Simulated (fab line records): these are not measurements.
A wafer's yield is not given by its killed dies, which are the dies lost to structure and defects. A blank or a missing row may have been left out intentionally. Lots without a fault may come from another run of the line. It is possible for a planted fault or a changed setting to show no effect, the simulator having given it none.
fab line records :: flow sky130
record
  lots=7
  wafers=21
  last_day=49
route steps=708 shown METAL2@504 VIA2@507 PAD_OPEN@708
lots with no fault: from the same line, run without faults
start_h: hours from the record's opening day to when the first of the lot's shown wafers began :: wait_h: how many hours have passed since the lot's step before this one :: " unchanged from the row above :: L1.1+2: a row that stands for several wafers :: - value missing, or start not given :: * or withheld: withheld :: < > ~ a bound
route shown NAME@n: a module of which the file shows steps, and the number in the route of the first :: usual: mean/standard deviation taken from wafers without a fault :: same: alike in all rows :: chamber/n: place in a boat :: sites: readings site by site :: _std_site: standard deviation of those values :: _edge_site: outer sites' mean less inner sites' :: radius_mm: how far each site lies from the wafer's centre :: mask NAME#n: copy n :: behind: the most recent tool/chamber to have shaped the wafer :: hold: why the lot went on hold/how many hours it stayed there/how the hold came to an end :: device: transistor that didn't switch, given as n, p or np :: end of line: the same wafers' tests at the end of the route :: for a step that has no rows: nothing shown but its recipe :: killed: dies that structure and defects cost at the first sort, which is not the same as the wafer's yield :: map: the dies of a wafer, with x for killed, . for not killed, _ for no die there
set.NAME: the setting that was run; set.NAME@STEP: the one run at that earlier step :: model.NAME: the simulator's own value behind a step, which no gauge read
certain route steps with their lots: each step a table, each wafer a row
services: from which hour (start_h, from the record's first day; less than 0 if before it) a tool's chamber was out of use, for how many hours, and why
## steps
# step SKY_METAL2_STRIP_21
# recipe
  chemistry=post_etch_residue_remover
  time_s=1200
  temp_c=72.5
# step SKY_METAL2_CLEAN_22
# recipe
  chemistry=IPA
  time_s=180
  temp_c=25
# step SKY_METAL2_CLEAN_23
# recipe
  chemistry=O3/DIW
  dry=n2_spin
# step SKY_VIA2_HDPCVD_00
# recipe
  material=SiO2
  target_thk_nm=1180
  sigma_open_frac=0.3
  time_s=196.7
  temp_c=400
  sih4_flow_sccm=60
  pressure_mtorr=6
# step SKY_VIA2_THK_MEAS_01
# recipe
  reads=SiO2_of_VIA2_HDPCVD_00
# usual
  VIA2_HDPCVD_THK=1177/10
lot.wafer: L715.1
tool: film_metro-04
chamber: -
start_h: 840.41
wait_h: 0.1
VIA2_HDPCVD_THK[nm]: 1184

lot.wafer: L715.5
tool: film_metro-04
chamber: -
start_h: 840.41
wait_h: 0.1
VIA2_HDPCVD_THK[nm]: 1179

lot.wafer: L715.6
tool: film_metro-04
chamber: -
start_h: 840.41
wait_h: 0.1
VIA2_HDPCVD_THK[nm]: 1174

lot.wafer: L718.3
tool: film_metro-04
chamber: -
start_h: 873.48
wait_h: 0.1
VIA2_HDPCVD_THK[nm]: 1181

lot.wafer: L718.4
tool: film_metro-04
chamber: -
start_h: 873.48
wait_h: 0.1
VIA2_HDPCVD_THK[nm]: 1168

lot.wafer: L718.6
tool: film_metro-04
chamber: -
start_h: 873.48
wait_h: 0.1
VIA2_HDPCVD_THK[nm]: 1177

lot.wafer: L720.1
tool: film_metro-01
chamber: -
start_h: 882.41
wait_h: 0.1
VIA2_HDPCVD_THK[nm]: 1174

lot.wafer: L720.2
tool: film_metro-01
chamber: -
start_h: 882.41
wait_h: 0.1
VIA2_HDPCVD_THK[nm]: 1166

lot.wafer: L720.5
tool: film_metro-01
chamber: -
start_h: 882.41
wait_h: 0.1
VIA2_HDPCVD_THK[nm]: 1156

lot.wafer: L724.1
tool: film_metro-01
chamber: -
start_h: 922.75
wait_h: 0.1
VIA2_HDPCVD_THK[nm]: 1181

lot.wafer: L724.2
tool: film_metro-01
chamber: -
start_h: 922.75
wait_h: 0.1
VIA2_HDPCVD_THK[nm]: 1173

lot.wafer: L724.3
tool: film_metro-01
chamber: -
start_h: 922.75
wait_h: 0.1
VIA2_HDPCVD_THK[nm]: 1187

lot.wafer: L727.3
tool: film_metro-04
chamber: -
start_h: 935.70
wait_h: 0.1
VIA2_HDPCVD_THK[nm]: 1171

lot.wafer: L727.4
tool: film_metro-04
chamber: -
start_h: 935.70
wait_h: 0.1
VIA2_HDPCVD_THK[nm]: 1172

lot.wafer: L727.5
tool: film_metro-04
chamber: -
start_h: 935.70
wait_h: 0.1
VIA2_HDPCVD_THK[nm]: 1166

lot.wafer: L728.1
tool: film_metro-03
chamber: -
start_h: 940.33
wait_h: 0.1
VIA2_HDPCVD_THK[nm]: 1169

lot.wafer: L728.4
tool: film_metro-03
chamber: -
start_h: 940.33
wait_h: 0.1
VIA2_HDPCVD_THK[nm]: 1172

lot.wafer: L728.5
tool: film_metro-03
chamber: -
start_h: 940.33
wait_h: 0.1
VIA2_HDPCVD_THK[nm]: 1179

lot.wafer: L729.1
tool: film_metro-03
chamber: -
start_h: 951.12
wait_h: 0.1
VIA2_HDPCVD_THK[nm]: 1186

lot.wafer: L729.4
tool: film_metro-03
chamber: -
start_h: 951.12
wait_h: 0.1
VIA2_HDPCVD_THK[nm]: 1183

lot.wafer: L729.6
tool: film_metro-03
chamber: -
start_h: 951.12
wait_h: 0.1
VIA2_HDPCVD_THK[nm]: 1168
# step SKY_VIA2_CMP_02
# recipe
  material=SiO2
  down_force_psi=4
  platen_rpm=60
  pad_velocity_m_s=0.94248
# usual
  head_pressure_psi=4.000/0.01
  motor_current_A=11.2/0.64
lot.wafer: L715.1
tool: cmp-02
chamber: 3
start_h: 840.52
wait_h: 0.1
head_pressure_psi: 3.992
motor_current_A: 11.3

lot.wafer: L715.6
tool: cmp-02
chamber: 2
start_h: 840.52
wait_h: 0.1
head_pressure_psi: 4.004
motor_current_A: 11.8

lot.wafer: L715.5
tool: cmp-02
chamber: 3
start_h: 840.52
wait_h: 0.1
head_pressure_psi: 4.005
motor_current_A: 11.3

lot.wafer: L718.3
tool: cmp-02
chamber: 3
start_h: 873.57
wait_h: 0.1
head_pressure_psi: 3.996
motor_current_A: 11.7

lot.wafer: L718.4
tool: cmp-02
chamber: 0
start_h: 873.57
wait_h: 0.1
head_pressure_psi: 4.025
motor_current_A: 10.2

lot.wafer: L718.6
tool: cmp-02
chamber: 2
start_h: 873.57
wait_h: 0.1
head_pressure_psi: 4.013
motor_current_A: 11.6

lot.wafer: L720.1
tool: cmp-01
chamber: 2
start_h: 882.47
wait_h: 0.1
head_pressure_psi: 3.992
motor_current_A: 11.3

lot.wafer: L720.2
tool: cmp-01
chamber: 1
start_h: 882.47
wait_h: 0.1
head_pressure_psi: 3.988
motor_current_A: 10.1

lot.wafer: L720.5
tool: cmp-01
chamber: 2
start_h: 882.47
wait_h: 0.1
head_pressure_psi: 3.990
motor_current_A: 11.1

lot.wafer: L724.1
tool: cmp-01
chamber: 3
start_h: 922.81
wait_h: 0.1
head_pressure_psi: 3.995
motor_current_A: 11.8

lot.wafer: L724.3
tool: cmp-01
chamber: 0
start_h: 922.81
wait_h: 0.1
head_pressure_psi: 3.981
motor_current_A: 12.1

lot.wafer: L724.2
tool: cmp-01
chamber: 2
start_h: 922.81
wait_h: 0.1
head_pressure_psi: 3.993
motor_current_A: 11.2

lot.wafer: L727.4
tool: cmp-02
chamber: 1
start_h: 935.84
wait_h: 0.1
head_pressure_psi: 3.969
motor_current_A: 11.3

lot.wafer: L727.3
tool: cmp-02
chamber: 2
start_h: 935.84
wait_h: 0.1
head_pressure_psi: 3.994
motor_current_A: 10.8

lot.wafer: L727.5
tool: cmp-02
chamber: 3
start_h: 935.84
wait_h: 0.1
head_pressure_psi: 4.010
motor_current_A: 11.3

lot.wafer: L728.4
tool: cmp-01
chamber: 0
start_h: 940.39
wait_h: 0.0
head_pressure_psi: 4.002
motor_current_A: 12.0

lot.wafer: L728.1
tool: cmp-01
chamber: 3
start_h: 940.39
wait_h: 0.0
head_pressure_psi: 4.008
motor_current_A: 12.2

lot.wafer: L728.5
tool: cmp-01
chamber: 1
start_h: 940.39
wait_h: 0.0
head_pressure_psi: 3.994
motor_current_A: 10.8

lot.wafer: L729.1
tool: cmp-01
chamber: 1
start_h: 951.18
wait_h: 0.1
head_pressure_psi: 4.019
motor_current_A: 10.5

lot.wafer: L729.4
tool: cmp-01
chamber: 3
start_h: 951.18
wait_h: 0.1
head_pressure_psi: 4.007
motor_current_A: 11.8

lot.wafer: L729.6
tool: cmp-01
chamber: 2
start_h: 951.18
wait_h: 0.1
head_pressure_psi: 4.004
motor_current_A: 11.4
# step SKY_VIA2_BOW_MEAS_03
# recipe
  mode=bow
# usual
  VIA2_BOW=85/7.7
lot.wafer: L715.1
tool: film_metro-01
chamber: -
start_h: 840.77
wait_h: 0.2
VIA2_BOW[um]: 75

lot.wafer: L715.5
tool: film_metro-01
chamber: -
start_h: 840.77
wait_h: 0.2
VIA2_BOW[um]: 78

lot.wafer: L715.6
tool: film_metro-01
chamber: -
start_h: 840.77
wait_h: 0.2
VIA2_BOW[um]: 77

lot.wafer: L718.3
tool: film_metro-01
chamber: -
start_h: 873.86
wait_h: 0.2
VIA2_BOW[um]: 74

lot.wafer: L718.4
tool: film_metro-01
chamber: -
start_h: 873.86
wait_h: 0.2
VIA2_BOW[um]: 74

lot.wafer: L718.6
tool: film_metro-01
chamber: -
start_h: 873.86
wait_h: 0.2
VIA2_BOW[um]: 75

lot.wafer: L720.1
tool: film_metro-04
chamber: -
start_h: 882.77
wait_h: 0.2
VIA2_BOW[um]: 93

lot.wafer: L720.2
tool: film_metro-04
chamber: -
start_h: 882.77
wait_h: 0.2
VIA2_BOW[um]: 90

lot.wafer: L720.5
tool: film_metro-04
chamber: -
start_h: 882.77
wait_h: 0.2
VIA2_BOW[um]: 89

lot.wafer: L724.1
tool: film_metro-01
chamber: -
start_h: 923.11
wait_h: 0.2
VIA2_BOW[um]: 71

lot.wafer: L724.2
tool: film_metro-01
chamber: -
start_h: 923.11
wait_h: 0.2
VIA2_BOW[um]: 88

lot.wafer: L724.3
tool: film_metro-01
chamber: -
start_h: 923.11
wait_h: 0.2
VIA2_BOW[um]: 83

lot.wafer: L727.3
tool: film_metro-04
chamber: -
start_h: 936.08
wait_h: 0.1
VIA2_BOW[um]: 87

lot.wafer: L727.4
tool: film_metro-04
chamber: -
start_h: 936.08
wait_h: 0.1
VIA2_BOW[um]: 99

lot.wafer: L727.5
tool: film_metro-04
chamber: -
start_h: 936.08
wait_h: 0.1
VIA2_BOW[um]: 68

lot.wafer: L728.1
tool: film_metro-04
chamber: -
start_h: 940.69
wait_h: 0.1
VIA2_BOW[um]: 78

lot.wafer: L728.4
tool: film_metro-04
chamber: -
start_h: 940.69
wait_h: 0.1
VIA2_BOW[um]: 92

lot.wafer: L728.5
tool: film_metro-04
chamber: -
start_h: 940.69
wait_h: 0.1
VIA2_BOW[um]: 84

lot.wafer: L729.1
tool: film_metro-01
chamber: -
start_h: 951.48
wait_h: 0.2
VIA2_BOW[um]: 85

lot.wafer: L729.4
tool: film_metro-01
chamber: -
start_h: 951.48
wait_h: 0.2
VIA2_BOW[um]: 93

lot.wafer: L729.6
tool: film_metro-01
chamber: -
start_h: 951.48
wait_h: 0.2
VIA2_BOW[um]: 81
# step SKY_VIA2_DEHYDRATE_04
# recipe
  temp_c=200
  time_s=60
# step SKY_VIA2_HMDS_05
# recipe
  prime_time_s=60
  prime_temp_c=120
# step SKY_VIA2_COAT_06
# recipe
  resist=BARC
  temp_c=withheld
  time_s=withheld
  spin_rpm=3000
  resist_thk_nm=60
# step SKY_VIA2_COAT_07
# recipe
  resist=KrF-thick
  spin_rpm=3000
  resist_thk_nm=450
# step SKY_VIA2_SOFTBAKE_08
# recipe
  temp_c=100
  time_s=90
  resist=KrF-thick
# step SKY_VIA2_EXPOSE_09
# recipe
  mask_id=VIM2
  na=0.8
  source_shape=annular
  sigma_inner=0.55
  sigma_outer=0.85
  target_cd_nm=200
  dose_mj=38
# same
  na=0.8
lot.wafer: L715.1+5+6
tool: krf_scanner-01
chamber: 0
start_h: 853.61
wait_h: -
mask: VIM2#0
model.VIA2.overlay_x_nm: -5.742

lot.wafer: L718.3+4+6
tool: krf_scanner-01
chamber: 0
start_h: 886.63
wait_h: -
mask: VIM2#0
model.VIA2.overlay_x_nm: -0.1579

lot.wafer: L720.1+2+5
tool: krf_scanner-01
chamber: 0
start_h: 895.76
wait_h: -
mask: VIM2#0
model.VIA2.overlay_x_nm: 10.8

lot.wafer: L724.1+2+3
tool: krf_scanner-01
chamber: 0
start_h: 935.84
wait_h: -
mask: VIM2#0
model.VIA2.overlay_x_nm: 30.76

lot.wafer: L727.3+4+5
tool: krf_scanner-02
chamber: 0
start_h: 948.33
wait_h: -
mask: VIM2#0
model.VIA2.overlay_x_nm: -6.489

lot.wafer: L728.1+4+5
tool: krf_scanner-01
chamber: 0
start_h: 953.58
wait_h: -
mask: VIM2#0
model.VIA2.overlay_x_nm: 33.4

lot.wafer: L729.1+4+6
tool: krf_scanner-01
chamber: 0
start_h: 962.96
wait_h: -
mask: VIM2#0
model.VIA2.overlay_x_nm: 31.78
# step SKY_VIA2_PEB_10
# recipe
  peb_temp_c=withheld
  peb_time_s=withheld
  resist=KrF-thick
# step SKY_VIA2_DEVELOP_11
# recipe
  develop_time_s=60
  resist=KrF-thick
  dev_temp_c=21
# step SKY_VIA2_CD_MEAS_12
# recipe
  target_cd_nm=200
# usual
  cd_nm=200.1/1.4
lot.wafer: L715.1
tool: cd_sem-01
chamber: -
start_h: 866.12
wait_h: -
cd_nm: 199.2

lot.wafer: L715.5
tool: cd_sem-01
chamber: -
start_h: 866.12
wait_h: -
cd_nm: 197.8

lot.wafer: L715.6
tool: cd_sem-01
chamber: -
start_h: 866.12
wait_h: -
cd_nm: 200.3

lot.wafer: L718.3
tool: cd_sem-02
chamber: -
start_h: 898.96
wait_h: -
cd_nm: 198.0

lot.wafer: L718.4
tool: cd_sem-02
chamber: -
start_h: 898.96
wait_h: -
cd_nm: 198.0

lot.wafer: L718.6
tool: cd_sem-02
chamber: -
start_h: 898.96
wait_h: -
cd_nm: 197.0

lot.wafer: L720.1
tool: cd_sem-02
chamber: -
start_h: 908.31
wait_h: -
cd_nm: 202.0

lot.wafer: L720.2
tool: cd_sem-02
chamber: -
start_h: 908.31
wait_h: -
cd_nm: 202.0

lot.wafer: L720.5
tool: cd_sem-02
chamber: -
start_h: 908.31
wait_h: -
cd_nm: 202.7

lot.wafer: L724.1
tool: cd_sem-02
chamber: -
start_h: 947.36
wait_h: -
cd_nm: 199.2

lot.wafer: L724.2
tool: cd_sem-02
chamber: -
start_h: 947.36
wait_h: -
cd_nm: 199.1

lot.wafer: L724.3
tool: cd_sem-02
chamber: -
start_h: 947.36
wait_h: -
cd_nm: 200.0

lot.wafer: L727.3
tool: cd_sem-01
chamber: -
start_h: 959.50
wait_h: -
cd_nm: 202.8

lot.wafer: L727.4
tool: cd_sem-01
chamber: -
start_h: 959.50
wait_h: -
cd_nm: 201.2

lot.wafer: L727.5
tool: cd_sem-01
chamber: -
start_h: 959.50
wait_h: -
cd_nm: 200.5

lot.wafer: L728.1
tool: cd_sem-02
chamber: -
start_h: 964.91
wait_h: -
cd_nm: 201.5

lot.wafer: L728.4
tool: cd_sem-02
chamber: -
start_h: 964.91
wait_h: -
cd_nm: 200.5

lot.wafer: L728.5
tool: cd_sem-02
chamber: -
start_h: 964.91
wait_h: -
cd_nm: 199.8

lot.wafer: L729.1
tool: cd_sem-02
chamber: -
start_h: 975.11
wait_h: -
cd_nm: 198.6

lot.wafer: L729.4
tool: cd_sem-02
chamber: -
start_h: 975.11
wait_h: -
cd_nm: 198.6

lot.wafer: L729.6
tool: cd_sem-02
chamber: -
start_h: 975.11
wait_h: -
cd_nm: 198.4
# step SKY_VIA2_OVL_MEAS_13
# usual
  VIA2_OVL=6/5.7
lot.wafer: L715.1
tool: overlay-02
chamber: -
start_h: 866.24
wait_h: 0.1
VIA2_OVL[nm]: 4

lot.wafer: L715.5
tool: overlay-02
chamber: -
start_h: 866.24
wait_h: 0.1
VIA2_OVL[nm]: 9

lot.wafer: L715.6
tool: overlay-02
chamber: -
start_h: 866.24
wait_h: 0.1
VIA2_OVL[nm]: 5

lot.wafer: L718.3
tool: overlay-02
chamber: -
start_h: 899.05
wait_h: 0.1
VIA2_OVL[nm]: 11

lot.wafer: L718.4
tool: overlay-02
chamber: -
start_h: 899.05
wait_h: 0.1
VIA2_OVL[nm]: 7

lot.wafer: L718.6
tool: overlay-02
chamber: -
start_h: 899.05
wait_h: 0.1
VIA2_OVL[nm]: 8

lot.wafer: L720.1
tool: overlay-02
chamber: -
start_h: 908.43
wait_h: 0.1
VIA2_OVL[nm]: 11

lot.wafer: L720.2
tool: overlay-02
chamber: -
start_h: 908.43
wait_h: 0.1
VIA2_OVL[nm]: 10

lot.wafer: L720.5
tool: overlay-02
chamber: -
start_h: 908.43
wait_h: 0.1
VIA2_OVL[nm]: 15

lot.wafer: L724.1
tool: overlay-02
chamber: -
start_h: 947.48
wait_h: 0.1
VIA2_OVL[nm]: 36

lot.wafer: L724.2
tool: overlay-02
chamber: -
start_h: 947.48
wait_h: 0.1
VIA2_OVL[nm]: 39

lot.wafer: L724.3
tool: overlay-02
chamber: -
start_h: 947.48
wait_h: 0.1
VIA2_OVL[nm]: 38

lot.wafer: L727.3
tool: overlay-01
chamber: -
start_h: 959.59
wait_h: 0.1
VIA2_OVL[nm]: 6

lot.wafer: L727.4
tool: overlay-01
chamber: -
start_h: 959.59
wait_h: 0.1
VIA2_OVL[nm]: 8

lot.wafer: L727.5
tool: overlay-01
chamber: -
start_h: 959.59
wait_h: 0.1
VIA2_OVL[nm]: 3

lot.wafer: L728.1
tool: overlay-02
chamber: -
start_h: 965.03
wait_h: 0.1
VIA2_OVL[nm]: 44

lot.wafer: L728.4
tool: overlay-02
chamber: -
start_h: 965.03
wait_h: 0.1
VIA2_OVL[nm]: 39

lot.wafer: L728.5
tool: overlay-02
chamber: -
start_h: 965.03
wait_h: 0.1
VIA2_OVL[nm]: 38

lot.wafer: L729.1
tool: overlay-01
chamber: -
start_h: 975.23
wait_h: 0.1
VIA2_OVL[nm]: 43

lot.wafer: L729.4
tool: overlay-01
chamber: -
start_h: 975.23
wait_h: 0.1
VIA2_OVL[nm]: 37

lot.wafer: L729.6
tool: overlay-01
chamber: -
start_h: 975.23
wait_h: 0.1
VIA2_OVL[nm]: 37
# step SKY_VIA2_ETCH_14
# recipe
  chemistry=N2/H2
  target=BARC
  ion_energy_ev=200
  source_w=500
  bias_w=100
  pressure_mtorr=30
  n2_flow_sccm=100
  h2_flow_sccm=200
  stop_on=SiO2
  time_s=45.9
  target_depth_a=600
# usual
  drypump_motor_current_A=5.9/0.52
  oes_product_au=0.855/0.0045
  throttle_valve_pct=13.225/0.0087
lot.wafer: L715.1
tool: rie_diel-03
chamber: 1
start_h: 866.27
wait_h: 0.0
drypump_motor_current_A: 4.9
oes_product_au: 0.860
rf_hours_counter_h: 30
throttle_valve_pct: 13.207

lot.wafer: L715.5
tool: rie_diel-03
chamber: 1
start_h: 866.27
wait_h: 0.0
drypump_motor_current_A: 4.9
oes_product_au: 0.850
rf_hours_counter_h: -
throttle_valve_pct: 13.207

lot.wafer: L715.6
tool: rie_diel-03
chamber: 3
start_h: 866.27
wait_h: 0.0
drypump_motor_current_A: 6.5
oes_product_au: 0.859
rf_hours_counter_h: -
throttle_valve_pct: 13.227

lot.wafer: L718.3
tool: rie_diel-01
chamber: 3
start_h: 899.07
wait_h: 0.0
drypump_motor_current_A: 5.6
oes_product_au: 0.848
rf_hours_counter_h: 13
throttle_valve_pct: 13.226

lot.wafer: L718.4
tool: rie_diel-01
chamber: 1
start_h: 899.07
wait_h: 0.0
drypump_motor_current_A: 5.5
oes_product_au: 0.851
rf_hours_counter_h: 17
throttle_valve_pct: 13.243

lot.wafer: L718.6
tool: rie_diel-01
chamber: 1
start_h: 899.07
wait_h: 0.0
drypump_motor_current_A: 5.5
oes_product_au: 0.852
rf_hours_counter_h: -
throttle_valve_pct: 13.230

lot.wafer: L720.1
tool: rie_diel-01
chamber: 0
start_h: 908.46
wait_h: 0.0
drypump_motor_current_A: 5.6
oes_product_au: 0.859
rf_hours_counter_h: 27
throttle_valve_pct: 13.221

lot.wafer: L720.2
tool: rie_diel-01
chamber: 1
start_h: 908.46
wait_h: 0.0
drypump_motor_current_A: 5.5
oes_product_au: 0.860
rf_hours_counter_h: 17
throttle_valve_pct: 13.223

lot.wafer: L720.5
tool: rie_diel-01
chamber: 0
start_h: 908.46
wait_h: 0.0
drypump_motor_current_A: 5.6
oes_product_au: 0.849
rf_hours_counter_h: -
throttle_valve_pct: 13.225

lot.wafer: L724.1
tool: rie_diel-01
chamber: 3
start_h: 947.52
wait_h: 0.0
drypump_motor_current_A: 5.5
oes_product_au: 0.853
rf_hours_counter_h: 14
throttle_valve_pct: 13.220

lot.wafer: L724.2
tool: rie_diel-01
chamber: 2
start_h: 947.52
wait_h: 0.0
drypump_motor_current_A: 6.8
oes_product_au: 0.853
rf_hours_counter_h: 13
throttle_valve_pct: 13.238

lot.wafer: L724.3
tool: rie_diel-01
chamber: 1
start_h: 947.52
wait_h: 0.0
drypump_motor_current_A: 5.5
oes_product_au: 0.854
rf_hours_counter_h: 18
throttle_valve_pct: 13.230

lot.wafer: L727.3
tool: rie_diel-03
chamber: 3
start_h: 959.62
wait_h: 0.0
drypump_motor_current_A: 6.4
oes_product_au: 0.852
rf_hours_counter_h: 26
throttle_valve_pct: 13.225

lot.wafer: L727.4
tool: rie_diel-03
chamber: 0
start_h: 959.62
wait_h: 0.0
drypump_motor_current_A: 6.7
oes_product_au: 0.860
rf_hours_counter_h: -
throttle_valve_pct: 13.232

lot.wafer: L727.5
tool: rie_diel-03
chamber: 2
start_h: 959.62
wait_h: 0.0
drypump_motor_current_A: 6.1
oes_product_au: 0.853
rf_hours_counter_h: -
throttle_valve_pct: 13.236

lot.wafer: L728.1
tool: rie_diel-02
chamber: 0
start_h: 965.07
wait_h: 0.0
drypump_motor_current_A: 5.2
oes_product_au: 0.850
rf_hours_counter_h: 3
throttle_valve_pct: 13.220

lot.wafer: L728.4
tool: rie_diel-02
chamber: 1
start_h: 965.07
wait_h: 0.0
drypump_motor_current_A: 5.8
oes_product_au: 0.853
rf_hours_counter_h: 7
throttle_valve_pct: 13.217

lot.wafer: L728.5
tool: rie_diel-02
chamber: 0
start_h: 965.07
wait_h: 0.0
drypump_motor_current_A: 5.2
oes_product_au: 0.852
rf_hours_counter_h: -
throttle_valve_pct: 13.235

lot.wafer: L729.1
tool: rie_diel-01
chamber: 1
start_h: 975.27
wait_h: 0.0
drypump_motor_current_A: 5.5
oes_product_au: 0.854
rf_hours_counter_h: 19
throttle_valve_pct: 13.225

lot.wafer: L729.4
tool: rie_diel-01
chamber: 0
start_h: 975.27
wait_h: 0.0
drypump_motor_current_A: 5.6
oes_product_au: 0.849
rf_hours_counter_h: 29
throttle_valve_pct: 13.234

lot.wafer: L729.6
tool: rie_diel-01
chamber: 3
start_h: 975.27
wait_h: 0.0
drypump_motor_current_A: 5.5
oes_product_au: 0.856
rf_hours_counter_h: -
throttle_valve_pct: 13.231
# step SKY_PAD_OPEN_PROBE_99
# usual
  defect_limited_yield=82.4/2.1
  killed_at_M0_to_M3=44/7.3
  killed_at_M4_up=3.0/1.9
  killed_at_contacts=24/5
  killed_at_front_end=16/4.5
  killed_at_other=0.3/0.46
  killed_dies=87/10
  killed_open=47/8.3
  killed_short=39/6.4
  sort_bin_3_pad_short=0.8/0.43
  sort_bin_5_function=10.5/1.6
  sort_bin_6_memory=6.3/1.1
  sort_n_pass=405/10
  sort_yield_pct=82.4/2.1
# same
  gross_dies=492
  killed_at_back_side=0
  sort_bin_4_leakage[%]=0
  sort_bin_8_speed[%]=0
lot.wafer: L724.1
tool: prober-01
chamber: -
start_h: 1154.62
wait_h: 0.1
defect_limited_yield[%]: 82.5
killed_at_M0_to_M3: 45
killed_at_M4_up: 2
killed_at_contacts: 24
killed_at_front_end: 15
killed_at_other: 0
killed_dies: 86
killed_open: 55
killed_short: 31
sort_bin_3_pad_short[%]: 1.0
sort_bin_5_function[%]: 8.9
sort_bin_6_memory[%]: 7.5
sort_n_pass: 406
sort_yield_pct[%]: 82.5

lot.wafer: L724.2
tool: prober-01
chamber: -
start_h: 1154.67
wait_h: 0.1
defect_limited_yield[%]: 82.5
killed_at_M0_to_M3: 38
killed_at_M4_up: 4
killed_at_contacts: 29
killed_at_front_end: 15
killed_at_other: 0
killed_dies: 86
killed_open: 54
killed_short: 32
sort_bin_3_pad_short[%]: 0.6
sort_bin_5_function[%]: 11.6
sort_bin_6_memory[%]: 5.3
sort_n_pass: 406
sort_yield_pct[%]: 82.5

lot.wafer: L724.3
tool: prober-01
chamber: -
start_h: 1154.72
wait_h: 0.2
defect_limited_yield[%]: 86.4
killed_at_M0_to_M3: 30
killed_at_M4_up: 3
killed_at_contacts: 23
killed_at_front_end: 11
killed_at_other: 0
killed_dies: 67
killed_open: 34
killed_short: 33
sort_bin_3_pad_short[%]: 0.8
sort_bin_5_function[%]: 8.7
sort_bin_6_memory[%]: 4.1
sort_n_pass: 425
sort_yield_pct[%]: 86.4
# killed by level:class
L724.1 CONTACT:geometric_particle:open=14 VIA3:geometric_particle:open=10 LI_CONTACT:geometric_particle:open=6 VIA3:geometric_particle:short=6 FIELD_ISO:geometric_particle:open=5 VIA2:geometric_particle:open=5 VIA2:geometric_particle:short=4 METAL1:geometric_particle:short=4
L724.2 CONTACT:geometric_particle:open=11 LI_CONTACT:geometric_particle:open=10 VIA1:geometric_particle:open=7 METAL2:geometric_particle:short=6 VIA1:geometric_particle:short=5 POLY_GATE:geometric_particle:open=4 METAL1:geometric_particle:short=4 VIA2:geometric_particle:open=4
L724.3 CONTACT:geometric_particle:open=7 METAL1:geometric_particle:short=7 CONTACT:geometric_particle:short=6 VIA1:geometric_particle:open=6 LI_CONTACT:geometric_particle:open=4 POLY_GATE:geometric_particle:open=3 POLY_GATE:geometric_particle:short=3 LI_CONTACT:geometric_particle:short=3
## services
tool: krf_scanner-02
chamber: -
start_h: 825.95
hours: 33.8
kind: repair

tool: krf_scanner-02
chamber: -
start_h: 834.82
hours: 2.3
kind: repair

tool: cmp-01
chamber: -
start_h: 836.08
hours: 3.1
kind: repair

tool: rie_diel-03
chamber: 0
start_h: 840.05
hours: 70.6
kind: repair

tool: krf_scanner-01
chamber: -
start_h: 840.41
hours: 1.0
kind: repair

tool: krf_scanner-02
chamber: -
start_h: 852.74
hours: 4.1
kind: repair

tool: rie_diel-01
chamber: 0
start_h: 858.94
hours: 8.8
kind: repair

tool: rie_diel-01
chamber: 3
start_h: 868.98
hours: 5.0
kind: repair

tool: cmp-02
chamber: -
start_h: 870.01
hours: 1.8
kind: repair

tool: krf_scanner-01
chamber: -
start_h: 872.93
hours: 1.0
kind: pm

tool: krf_scanner-02
chamber: -
start_h: 886.16
hours: 3.6
kind: pm

tool: krf_scanner-02
chamber: -
start_h: 890.69
hours: 1.0
kind: pm

tool: krf_scanner-01
chamber: -
start_h: 892.09
hours: 0.8
kind: pm

tool: rie_diel-01
chamber: -
start_h: 893.20
hours: 0.5
kind: repair

tool: krf_scanner-02
chamber: -
start_h: 905.49
hours: 1.3
kind: pm

tool: rie_diel-03
chamber: 1
start_h: 908.97
hours: 5.3
kind: repair

tool: cmp-01
chamber: -
start_h: 915.50
hours: 4.0
kind: pm

tool: cmp-01
chamber: -
start_h: 919.50
hours: -
kind: consumable_replace:conditioner

tool: cmp-01
chamber: -
start_h: 919.50
hours: -
kind: consumable_replace:pad

tool: cmp-01
chamber: -
start_h: 930.78
hours: 3.3
kind: repair

tool: krf_scanner-02
chamber: -
start_h: 937.93
hours: 0.8
kind: pm

tool: cmp-02
chamber: -
start_h: 947.66
hours: 2.0
kind: repair

tool: krf_scanner-01
chamber: -
start_h: 961.37
hours: 1.3
kind: pm

tool: rie_diel-02
chamber: -
start_h: 974.44
hours: 0.8
kind: repair
## key
first_sign
  step=SKY_VIA2_OVL_MEAS_13
  reading=VIA2_OVL
  direction=up
  sigmas=5.9
  usual=6
  struck=39
effect none on later readings
model_effect
  step=SKY_VIA2_EXPOSE_09
  value=VIA2.overlay_x_nm
  without=-2.231
  struck=31.98
met_at SKY_VIA2_EXPOSE_09
struck_wafers L724.1,L724.2,L724.3,L728.1,L728.4,L728.5,L729.1,L729.4,L729.6
onset_between 895.76 935.84
also_fits SKY_VIA2_CMP_02:cmp-01
fault
  kind=scanner_matching_overlay
  tool=krf_scanner-01
  chamber=-
  onset_h=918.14
  steps=SKY_VIA2_EXPOSE_09
  offset=34.212
